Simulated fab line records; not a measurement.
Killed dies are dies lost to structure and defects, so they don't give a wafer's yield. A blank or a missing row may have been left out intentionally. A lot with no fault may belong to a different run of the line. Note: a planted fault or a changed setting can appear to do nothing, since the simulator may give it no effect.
Which tool was responsible? / flow sky130 / 11 lots, 33 wafers sampled, at 3 steps of a route of 708

== WHAT THE GAUGES SHOWED, per wafer ==
SKY_CONTACT_THK_MEAS_03.
lot=L950; measured=day 30 23:53; on=film_metro-02; CONTACT_HDPCVD_THK (nm)=551 564 552
lot=L951; measured=day 31 09:10; on=film_metro-02; CONTACT_HDPCVD_THK (nm)=571 562 564
lot=L954; measured=day 32 00:32; on=film_metro-04; CONTACT_HDPCVD_THK (nm)=565 571 567
lot=L956; measured=day 32 17:50; on=film_metro-04; CONTACT_HDPCVD_THK (nm)=553 555 560
lot=L957; measured=day 33 00:32; on=film_metro-02; CONTACT_HDPCVD_THK (nm)=563 562 562
lot=L960; measured=day 34 04:01; on=film_metro-03; CONTACT_HDPCVD_THK (nm)=562 561 563
lot=L963; measured=day 34 16:45; on=film_metro-02; CONTACT_HDPCVD_THK (nm)=454 565 558
lot=L964; measured=day 35 04:08; on=film_metro-04; CONTACT_HDPCVD_THK (nm)=557 435 559
lot=L965; measured=day 35 08:16; on=film_metro-03; CONTACT_HDPCVD_THK (nm)=564 572 563
lot=L972; measured=day 37 12:22; on=film_metro-03; CONTACT_HDPCVD_THK (nm)=565 566 560
lot=L973; measured=day 37 17:02; on=film_metro-04; CONTACT_HDPCVD_THK (nm)=573 567 572

== WHICH TOOL RAN EACH LOT (tool, then ch and the chambers of the sampled wafers, then the start) ==
lot=L950; SKY_LI_CONTACT_SPUTTER_20=pvd_sputter-04, day 29 18:17; SKY_CONTACT_HDPCVD_02=hdpcvd-02 ch 1,2, day 30 23:49
lot=L951; SKY_LI_CONTACT_SPUTTER_20=pvd_sputter-03, day 30 03:20; SKY_CONTACT_HDPCVD_02=hdpcvd-02 ch 1,2, day 31 09:05
lot=L954; SKY_LI_CONTACT_SPUTTER_20=pvd_sputter-02, day 30 18:50; SKY_CONTACT_HDPCVD_02=hdpcvd-01 ch 0,2, day 32 00:28
lot=L956; SKY_LI_CONTACT_SPUTTER_20=pvd_sputter-04, day 31 12:28; SKY_CONTACT_HDPCVD_02=hdpcvd-02 ch 0,1,2, day 32 17:46
lot=L957; SKY_LI_CONTACT_SPUTTER_20=pvd_sputter-04, day 31 18:56; SKY_CONTACT_HDPCVD_02=hdpcvd-02 ch 1,2, day 33 00:28
lot=L960; SKY_LI_CONTACT_SPUTTER_20=pvd_sputter-03, day 32 23:01; SKY_CONTACT_HDPCVD_02=hdpcvd-02 ch 0,2, day 34 03:55
lot=L963; SKY_LI_CONTACT_SPUTTER_20=pvd_sputter-02, day 33 13:04; SKY_CONTACT_HDPCVD_02=hdpcvd-02 ch 0,1,2, day 34 16:40
lot=L964; SKY_LI_CONTACT_SPUTTER_20=pvd_sputter-04, day 34 00:25; SKY_CONTACT_HDPCVD_02=hdpcvd-02 ch 0,2, day 35 04:04
lot=L965; SKY_LI_CONTACT_SPUTTER_20=pvd_sputter-03, day 34 04:07; SKY_CONTACT_HDPCVD_02=hdpcvd-01 ch 0,1,2, day 35 08:11
lot=L972; SKY_LI_CONTACT_SPUTTER_20=pvd_sputter-02, day 36 08:36; SKY_CONTACT_HDPCVD_02=hdpcvd-01 ch 0,1,2, day 37 12:18
lot=L973; SKY_LI_CONTACT_SPUTTER_20=pvd_sputter-02, day 36 12:52; SKY_CONTACT_HDPCVD_02=hdpcvd-02 ch 0,1,2, day 37 16:58
- SKY_LI_CONTACT_SPUTTER_20: material TiN, target thk 20 nm, time 80 s.
- SKY_CONTACT_HDPCVD_02: deposits SiO2, target thk 565 nm, time 94.2 s.

== THE ANSWER, worked out from the rows above alone ==
Rule: the usual values come from the lots themselves. The widest of any qualifying gaps counts: lots, ordered by their means at a reading, are off when they make up no more than a third of the lots, leave a main group of 4 or more, and stand apart from it by 3 or more times the standard deviation of that group's means. A main group whose means are all the same, to the digits that the tables above print for the reading, isn't used. Also off: a lot with no number at a reading for which 4 or more lots have one. Any other lot the step has rows for is counted as sound.
Off: L963, L964, seen at SKY_CONTACT_THK_MEAS_03 (CONTACT_HDPCVD_THK). Main group: mean 563 nm, sd 4.7.
A tool fits if, at a process step before that reading, it ran every lot that is off, and no sound lot after the first of them. Gauges at SKY_CONTACT_THK_MEAS_03: tried the same way as those tools. No candidate that was tried fits.

== WHAT THE SIMULATOR PUT IN ==
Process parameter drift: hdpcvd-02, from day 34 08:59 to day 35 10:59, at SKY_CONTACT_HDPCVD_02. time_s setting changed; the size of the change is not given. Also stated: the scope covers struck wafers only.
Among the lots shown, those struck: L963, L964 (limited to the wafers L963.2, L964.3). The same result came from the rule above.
